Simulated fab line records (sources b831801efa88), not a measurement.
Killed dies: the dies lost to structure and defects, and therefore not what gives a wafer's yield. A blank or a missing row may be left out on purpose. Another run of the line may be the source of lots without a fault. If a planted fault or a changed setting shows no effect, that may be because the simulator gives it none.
A struck lot beside a sound one    flow sky130    15 steps out of a route of 708
Sound: wafers L972.2, L972.5, L972.6. The struck wafers were L983.2, L983.3, L983.5. The cause comes at the end.
Each step with rows lists, per side, the tool, then ch with its chambers, then its first start. Under that, the readings that differ: sound wafers    struck wafers    difference of the means    sigmas: that difference in standard deviations of wafers without a fault.
alike: readings whose means differ by less than 2 such deviations, and words and numbers that are the same on both sides. not compared: withheld readings, readings that some wafer has no value for, bounds like >300 that may hide the same value, and numbers for which the record gives no deviation and whose values overlap.
A row with sigmas, a row that says differs or no value, or rows on one side alone: a step with any of these is where the two part. Numbers that have no deviation but don't overlap get no sigmas and don't part them. A reading that every wafer of one side lacks parts them only if that side has two wafers or more.

first, 1 step without rows for these wafers: SKY_VT_ADJUST_LVTN_IMPLANT_19.
SKY_VT_ADJUST_LVTN_STRIP_20: strips in O2/N2.
  sound on plasmaAsher-04 ch 0,1, day 7 17:57; struck on plasmaAsher-01 ch 0,1, day 9 15:33
  alike: drypumpMotorCurrentA, oesProductAu, stripTimeToEndpointS
  not compared: rfHoursCounterH
SKY_VT_ADJUST_LVTN_TW_MEAS_21:
  sound on filmMetro-03 at day 7 18:04; struck on filmMetro-02 at day 9 15:40
  alike: VT_ADJUST_LVTN_2_TW
then, 7 steps without rows for these wafers: SKY_VT_ADJUST_NCORE_DEHYDRATE_00 (time 60 s); SKY_VT_ADJUST_NCORE_HMDS_01 (prime time 60 s); SKY_VT_ADJUST_NCORE_COAT_02 (resist thk 1140 nm); SKY_VT_ADJUST_NCORE_SOFTBAKE_03 (time 60 s); SKY_VT_ADJUST_NCORE_EXPOSE_04 (exposes mask LVTN COMPLEMENT THIN, target cd 380 nm); SKY_VT_ADJUST_NCORE_PEB_05; SKY_VT_ADJUST_NCORE_DEVELOP_06 (develop time 60 s).
SKY_VT_ADJUST_NCORE_CD_MEAS_07: the cd target is 380 nm.
  sound on cdSem-02 at day 8 05:50; struck on cdSem-01 at day 10 08:13
  alike: cdNm
SKY_VT_ADJUST_NCORE_OVL_MEAS_08:
  sound on overlay-02 at day 8 05:56; struck on overlay-02 at day 10 08:21
  alike: VT_ADJUST_NCORE_OVL
SKY_VT_ADJUST_NCORE_IMPLANT_09:
  sound on implanter-03 ch 0, day 8 05:59; struck on implanter-01 ch 0, day 10 08:24
reading      sound                            struck                           difference   sigmas
doseIonsCm2  2.4025e+12 2.402e+12 2.4031e+12  2.5629e+12 2.557e+12 2.5636e+12  +1.5863e+11  +61
  alike: beamEnergyKeV, faradayCurrentUA
SKY_VT_ADJUST_NCORE_STRIP_10: strips in O2/N2.
  sound on plasmaAsher-03 ch 0,1, day 8 06:07; struck on plasmaAsher-02 ch 0,1, day 10 08:32
  alike: drypumpMotorCurrentA, oesProductAu, stripTimeToEndpointS
  not compared: rfHoursCounterH
-- the record jumps here: 36 days lie between the struck wafers' starts before and after (it left off in module VT_ADJUST_NCORE and takes up again in module PAD_OPEN, whose first step shown is number 708 of the route) --
SKY_PAD_OPEN_PROBE_99:
  sound on prober-02 at day 44 10:58; struck on prober-01 at day 46 18:58
reading                                sound                    struck                  difference  sigmas
killedAtOther                          1 1 2                    0 0 0                   -1          -3
model.etest.pfetG5v0d10v5.driveUaUm    343.8 334.2 343.8        344.9 348.3 350.4       +7.3        
model.etest.pfet_16v.driveUaUm         241.6 248 246.1          251.1 252.3 250.3       +6.0        
model.etest.pfetG5v0d10v5.offLog10AUm  -12.15 -12.45 -12.41     -11.65 -11.67 -11.61    +0.69       
model.etest.pfetG5v0d10v5.vtSatV (V)   -0.5911 -0.6287 -0.6124  -0.549 -0.5526 -0.5328  +0.066      
model.etest.pfet_16v.vtV (V)           -1.076 -1.083 -1.081     -1.018 -1.024 -1.012    +0.062      
model.etest.pfetG5v0d10v5.vtV (V)      -0.7949 -0.8255 -0.8105  -0.7641 -0.77 -0.7491   +0.0492     
  alike: killed_at_M0_to_M3, killed_at_M4_up, killedAtContacts, killedAtFrontEnd, killedDies, killedOpen, killedShort
  not compared: model.etest.nfet_16v.rOnOhmUm, model.etest.pfetG5v0d10v5.rOnOhmUm

## WHERE THEY PART
Earliest at SKY_VT_ADJUST_NCORE_IMPLANT_09; latest, in this record, at SKY_PAD_OPEN_PROBE_99.

WHY: whatever the simulator had introduced
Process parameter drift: implanter-01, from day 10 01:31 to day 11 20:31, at SKY_VT_ADJUST_NCORE_IMPLANT_09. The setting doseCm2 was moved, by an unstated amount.
